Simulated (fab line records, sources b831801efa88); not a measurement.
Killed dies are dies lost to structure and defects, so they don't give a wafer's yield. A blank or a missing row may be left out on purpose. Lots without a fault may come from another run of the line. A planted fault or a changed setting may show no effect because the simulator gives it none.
A struck lot beside a sound one | flow sky130 | 35 steps out of a route of 708
Sound: wafers L170.1, L170.2, L170.3. Struck: wafers L189.2, L189.3, L189.5. The cause comes at the end.
At each step with rows: each side's tool, then ch and its chambers, then its first start. Under that, the readings that differ: sound wafers | struck wafers | difference of the means | sigmas: that difference in standard deviations of wafers without a fault.
alike: readings whose means differ by less than 2 such deviations, and words and numbers that are the same on both sides. not compared: withheld readings, readings that some wafer has no value for, bounds like >300 that may hide the same value, and numbers for which the record gives no deviation and whose values overlap.
The two part at a step that has a row with sigmas, a row that says differs or no value, or rows on one side only. Numbers that don't overlap but have no deviation are shown without sigmas and don't part them. A reading that every wafer of one side lacks parts them only if that side has two wafers or more.

SKY_SD_P_CD_MEAS_07: target cd 380 nm.
  sound on cd_sem-01, day 25 12:01; struck on cd_sem-01, day 32 04:15
  alike: cd_nm
SKY_SD_P_OVL_MEAS_08:
  sound on overlay-02, day 25 12:08; struck on overlay-02, day 32 04:22
  alike: SD_P_OVL
then, 1 step without rows for these wafers: SKY_SD_P_IMPLANT_09.
SKY_SD_P_STRIP_10: strips in O2/N2.
  sound on plasma_asher-01 ch 0,1, day 25 12:19; struck on plasma_asher-04 ch 0,1, day 32 04:32
  alike: drypump_motor_current_A, oes_product_au, strip_time_to_endpoint_s
  not compared: rf_hours_counter_h
SKY_SD_P_TW_MEAS_11:
  sound on film_metro-01, day 25 12:25; struck on film_metro-03, day 32 04:39
  reading | sound          | struck         | difference | sigmas
  SD_P_TW | 2853 2859 2854 | 2793 2797 2777 | -66        | -3
then, 7 steps without rows for these wafers: SKY_RES_XHIGH_DEHYDRATE_00 (time 60 s); SKY_RES_XHIGH_HMDS_01 (prime time 60 s); SKY_RES_XHIGH_COAT_02 (resist thk 1140 nm); SKY_RES_XHIGH_SOFTBAKE_03 (time 60 s); SKY_RES_XHIGH_EXPOSE_04 (exposes mask URPM, target cd 1270 nm); SKY_RES_XHIGH_PEB_05; SKY_RES_XHIGH_DEVELOP_06 (develop time 60 s).
SKY_RES_XHIGH_IMPLANT_07:
  sound on implanter-01 ch 0, day 26 17:38; struck on implanter-01 ch 0, day 33 07:34
  reading       | sound                         | struck                     | difference | sigmas
  beam_on_s (s) | 44 44 44                      | 11 11 11                   | -33        | -10
  dose_ions_cm2 | 3.596e+14 3.598e+14 3.596e+14 | 8.99e+13 8.97e+13 8.97e+13 | -2.70e+14  | -99 or more
SKY_RES_XHIGH_STRIP_08: strips in O2/N2.
  sound on plasma_asher-02 ch 0,1, day 26 17:47; struck on plasma_asher-03 ch 1, day 33 07:41
  reading                      | sound             | struck            | difference | sigmas
  oes_product_au (a.u.)        | 0.708 0.710 0.705 | 0.722 0.715 0.714 | +0.009     | +2
  strip_time_to_endpoint_s (s) | 14.29 14.30 14.31 | 14.19 14.16 14.18 | -0.12      | -3
  alike: drypump_motor_current_A
  not compared: rf_hours_counter_h
SKY_RES_XHIGH_TW_MEAS_09:
  sound on film_metro-01, day 26 17:53; struck on film_metro-01, day 33 07:47
  reading      | sound          | struck         | difference | sigmas
  RES_XHIGH_TW | 1650 1651 1648 | 1072 1072 1064 | -580       | -48
then, 7 steps without rows for these wafers: SKY_SD_N_DEHYDRATE_00 (time 60 s); SKY_SD_N_HMDS_01 (prime time 60 s); SKY_SD_N_COAT_02 (resist thk 1140 nm); SKY_SD_N_SOFTBAKE_03 (time 60 s); SKY_SD_N_EXPOSE_04 (exposes mask NSDM, target cd 380 nm); SKY_SD_N_PEB_05; SKY_SD_N_DEVELOP_06 (develop time 60 s).
SKY_SD_N_CD_MEAS_07: target cd 380 nm.
  sound on cd_sem-01, day 27 22:45; struck on cd_sem-02, day 34 09:46
  alike: cd_nm
SKY_SD_N_OVL_MEAS_08:
  sound on overlay-01, day 27 22:52; struck on overlay-02, day 34 09:53
  alike: SD_N_OVL
then, 2 steps without rows for these wafers: SKY_SD_N_IMPLANT_09; SKY_SD_N_IMPLANT_10.
SKY_SD_N_STRIP_11: strips in O2/N2.
  sound on plasma_asher-04 ch 0,1, day 27 23:13; struck on plasma_asher-04 ch 0,1, day 34 10:13
  alike: drypump_motor_current_A, oes_product_au, strip_time_to_endpoint_s
  not compared: rf_hours_counter_h
SKY_SD_N_TW_MEAS_12:
  sound on film_metro-03, day 27 23:19; struck on film_metro-01, day 34 10:20
  alike: SD_N_TW
then, 1 step without rows for these wafers: SKY_SD_N_CLEAN_13 (cleans in SC1/SC2, time 150 s).
SKY_SD_N_RTA_14: time 2 s.
  sound on rtp_anneal-01 ch 0, day 27 23:25; struck on rtp_anneal-01 ch 0, day 34 10:30
  alike: lamp_power_pct, wafer_temp_C_max
SKY_SD_N_RS_MEAS_16: measures by four-point-probe.
  sound on film_metro-03, day 27 23:35; struck on film_metro-04, day 34 10:41
  alike: SD_N_RS
SKY_SD_N_RS_MEAS_17: measures by four-point-probe.
  sound on film_metro-03, day 27 23:43; struck on film_metro-04, day 34 10:48
  alike: SD_P_RS
SKY_SD_N_RS_MEAS_18: measures by four-point-probe.
  sound on film_metro-03, day 27 23:50; struck on film_metro-04, day 34 10:55
  reading               | sound             | struck               | difference | sigmas
  RES_XHIGH_RS (ohm/sq) | 330.7 332.5 331.9 | 1016.3 1018.1 1020.1 | +686.5     | +99 or more
then, 1 step without rows for these wafers: SKY_SALICIDE_CLEAN_00 (cleans in HF-last, time 30 s).
-- the record jumps here: 16 days lie between the struck wafers' starts before and after (it left off in module SALICIDE and takes up again in module PAD_OPEN, whose first step shown is number 708 of the route) --
SKY_PAD_OPEN_PROBE_99:
  sound on prober-02, day 45 21:56; struck on prober-01, day 50 11:48
  reading                       | sound | struck | difference | sigmas
  model.etest.res_xhigh_po.open | 0 0 0 | 1 1 1  | +1         |
  alike: killed_at_M0_to_M3, killed_at_M4_up, killed_at_contacts, killed_at_front_end, killed_at_other, killed_dies, killed_open, killed_short

WHERE THEY PART
First at SKY_SD_P_TW_MEAS_11; last, within this record, at SKY_SD_N_RS_MEAS_18. Later steps at which nothing parts them and some readings are alike: SKY_PAD_OPEN_PROBE_99.

WHY: what the simulator had put in
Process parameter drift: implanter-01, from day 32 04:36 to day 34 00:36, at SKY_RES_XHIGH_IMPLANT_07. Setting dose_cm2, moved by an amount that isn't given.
